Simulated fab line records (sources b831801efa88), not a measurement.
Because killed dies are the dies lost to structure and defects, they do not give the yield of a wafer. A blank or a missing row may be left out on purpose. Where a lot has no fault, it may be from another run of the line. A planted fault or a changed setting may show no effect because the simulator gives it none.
Split-lot trial || flow sky130 || 23 wafers read across 5 lots, on a route 708 steps long

## SPLIT DETAILS
At SKY_VT_ADJUST_HVTP_IMPLANT_09, the setting energy_kev was moved away from the recipe's 150 on 10 of the 23 wafers read, by -3.7% to +4.9%. For the rest of the wafers, this setting stayed at what the recipe calls for.

## THE PATH FROM SPLIT TO READING: the file shows 1 step between them
- SKY_VT_ADJUST_HVTP_STRIP_10: strips in O2/N2

## THE READING
VT_ADJUST_HVTP_TW, at SKY_VT_ADJUST_HVTP_TW_MEAS_11. A value of 1352 with a standard deviation of 6 is what fault-free wafers of this fab line usually give.

{"wafer": "L078.2", "tool, chamber at the split": "implanter-02, 0", "energy_kev as run": 150, "against the recipe": "recipe", "VT_ADJUST_HVTP_TW": 1348, "against lot-mates on the recipe": "-"}
{"wafer": "L078.4", "tool, chamber at the split": "implanter-02, 0", "energy_kev as run": 150, "against the recipe": "recipe", "VT_ADJUST_HVTP_TW": 1358, "against lot-mates on the recipe": "-"}
{"wafer": "L078.6", "tool, chamber at the split": "implanter-02, 0", "energy_kev as run": 150, "against the recipe": "recipe", "VT_ADJUST_HVTP_TW": 1355, "against lot-mates on the recipe": "-"}
{"wafer": "L079.1", "tool, chamber at the split": "implanter-03, 0", "energy_kev as run": 157.3, "against the recipe": "+4.9%", "VT_ADJUST_HVTP_TW": 1378, "against lot-mates on the recipe": "+24"}
{"wafer": "L079.2", "tool, chamber at the split": "implanter-03, 0", "energy_kev as run": 157.3, "against the recipe": "+4.9%", "VT_ADJUST_HVTP_TW": 1377, "against lot-mates on the recipe": "+23"}
{"wafer": "L079.3", "tool, chamber at the split": "implanter-03, 0", "energy_kev as run": 150, "against the recipe": "recipe", "VT_ADJUST_HVTP_TW": 1354, "against lot-mates on the recipe": "-"}
{"wafer": "L079.5", "tool, chamber at the split": "implanter-03, 0", "energy_kev as run": 150, "against the recipe": "recipe", "VT_ADJUST_HVTP_TW": 1359, "against lot-mates on the recipe": "-"}
{"wafer": "L079.6", "tool, chamber at the split": "implanter-03, 0", "energy_kev as run": 150, "against the recipe": "recipe", "VT_ADJUST_HVTP_TW": 1348, "against lot-mates on the recipe": "-"}
{"wafer": "L081.1", "tool, chamber at the split": "implanter-02, 0", "energy_kev as run": 145.7, "against the recipe": "-2.9%", "VT_ADJUST_HVTP_TW": 1341, "against lot-mates on the recipe": -2}
{"wafer": "L081.2", "tool, chamber at the split": "implanter-02, 0", "energy_kev as run": 150, "against the recipe": "recipe", "VT_ADJUST_HVTP_TW": 1342, "against lot-mates on the recipe": "-"}
{"wafer": "L081.3", "tool, chamber at the split": "implanter-02, 0", "energy_kev as run": 145.7, "against the recipe": "-2.9%", "VT_ADJUST_HVTP_TW": 1333, "against lot-mates on the recipe": -10}
{"wafer": "L081.5", "tool, chamber at the split": "implanter-02, 0", "energy_kev as run": 145.7, "against the recipe": "-2.9%", "VT_ADJUST_HVTP_TW": 1338, "against lot-mates on the recipe": -5}
{"wafer": "L081.6", "tool, chamber at the split": "implanter-02, 0", "energy_kev as run": 150, "against the recipe": "recipe", "VT_ADJUST_HVTP_TW": 1344, "against lot-mates on the recipe": "-"}
{"wafer": "L082.1", "tool, chamber at the split": "implanter-03, 0", "energy_kev as run": 150, "against the recipe": "recipe", "VT_ADJUST_HVTP_TW": 1345, "against lot-mates on the recipe": "-"}
{"wafer": "L082.3", "tool, chamber at the split": "implanter-03, 0", "energy_kev as run": 152.4, "against the recipe": "+1.6%", "VT_ADJUST_HVTP_TW": 1354, "against lot-mates on the recipe": "+10"}
{"wafer": "L082.4", "tool, chamber at the split": "implanter-03, 0", "energy_kev as run": 150, "against the recipe": "recipe", "VT_ADJUST_HVTP_TW": 1343, "against lot-mates on the recipe": "-"}
{"wafer": "L082.5", "tool, chamber at the split": "implanter-03, 0", "energy_kev as run": 152.4, "against the recipe": "+1.6%", "VT_ADJUST_HVTP_TW": 1347, "against lot-mates on the recipe": "+3"}
{"wafer": "L082.6", "tool, chamber at the split": "implanter-03, 0", "energy_kev as run": 152.4, "against the recipe": "+1.6%", "VT_ADJUST_HVTP_TW": 1351, "against lot-mates on the recipe": "+7"}
{"wafer": "L084.1", "tool, chamber at the split": "implanter-01, 0", "energy_kev as run": 144.5, "against the recipe": "-3.7%", "VT_ADJUST_HVTP_TW": 1333, "against lot-mates on the recipe": -24}
{"wafer": "L084.2", "tool, chamber at the split": "implanter-01, 0", "energy_kev as run": 144.5, "against the recipe": "-3.7%", "VT_ADJUST_HVTP_TW": 1347, "against lot-mates on the recipe": -10}
{"wafer": "L084.3", "tool, chamber at the split": "implanter-01, 0", "energy_kev as run": 150, "against the recipe": "recipe", "VT_ADJUST_HVTP_TW": 1360, "against lot-mates on the recipe": "-"}
{"wafer": "L084.5", "tool, chamber at the split": "implanter-01, 0", "energy_kev as run": 150, "against the recipe": "recipe", "VT_ADJUST_HVTP_TW": 1359, "against lot-mates on the recipe": "-"}
{"wafer": "L084.6", "tool, chamber at the split": "implanter-01, 0", "energy_kev as run": 150, "against the recipe": "recipe", "VT_ADJUST_HVTP_TW": 1353, "against lot-mates on the recipe": "-"}

FIT RESULTS
A straight line over all 23 wafers: VT_ADJUST_HVTP_TW changes by +4.26 for each +1% of energy_kev; r = +0.82; the points scatter about the line by 6.8.
The same after taking each lot's own level away (the mean of its wafers on the recipe; 23 wafers): +4.14 for each +1%; r = +0.90; scatter 4.5.
According to that fit, moving energy_kev by its largest amount changes the reading by 20.
The lots' own levels span 1343.0 to 1357.3, that is 2.4 times the standard deviation above.
The two slopes are in agreement: the lot-to-lot level therefore moves the slope only a little.
Check: with one of the wafers moved furthest among these (+4.9%) left out of the fit, the line predicts +19.9 for it against its lot-mates. It came out at +24.3 against them.

## THESE WAFERS: OTHER SPLITS
Other splits were also applied to these wafers ahead of the reading. Each is held against what the fit with the lots' levels taken away leaves over:
{"other split on the same wafers": "SKY_FIELD_ISO_COAT_08 spin_rpm", "wafers away from the commonest value": 8, "r with VT_ADJUST_HVTP_TW (lot level and that fit taken away)": "+0.10"}
{"other split on the same wafers": "SKY_FIELD_ISO_ETCH_14 source_w", "wafers away from the commonest value": 9, "r with VT_ADJUST_HVTP_TW (lot level and that fit taken away)": -0.16}
{"other split on the same wafers": "SKY_NWELL_IMPLANT_11 dose_cm2", "wafers away from the commonest value": 9, "r with VT_ADJUST_HVTP_TW (lot level and that fit taken away)": "+0.45"}
{"other split on the same wafers": "SKY_VT_ADJUST_HVTP_DEVELOP_06 develop_time_s", "wafers away from the commonest value": 11, "r with VT_ADJUST_HVTP_TW (lot level and that fit taken away)": "+0.15"}

## THE WHOLE CHAIN: every reading that the file lists as answering this split, in the file's order
{"step": "SKY_VT_ADJUST_HVTP_IMPLANT_09", "what it does": "", "reading": "implant.rp_nm (the simulator's own value, which no gauge read)", "change (the file's fit)": "+0.787 nm for each +1% of the setting", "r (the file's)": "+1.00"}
{"step": "SKY_VT_ADJUST_HVTP_IMPLANT_09", "what it does": "", "reading": "implant.drp_nm (the simulator's own value, which no gauge read)", "change (the file's fit)": "+0.272 nm for each +1% of the setting", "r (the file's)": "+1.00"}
{"step": "SKY_VT_ADJUST_HVTP_TW_MEAS_11", "what it does": "", "reading": "VT_ADJUST_HVTP_TW", "change (the file's fit)": "+4.31 for each +1% of the setting", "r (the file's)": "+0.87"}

## THE FILE'S OWN FIT
VT_ADJUST_HVTP_TW changes by +4.31 for each +1% of energy_kev, r = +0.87.
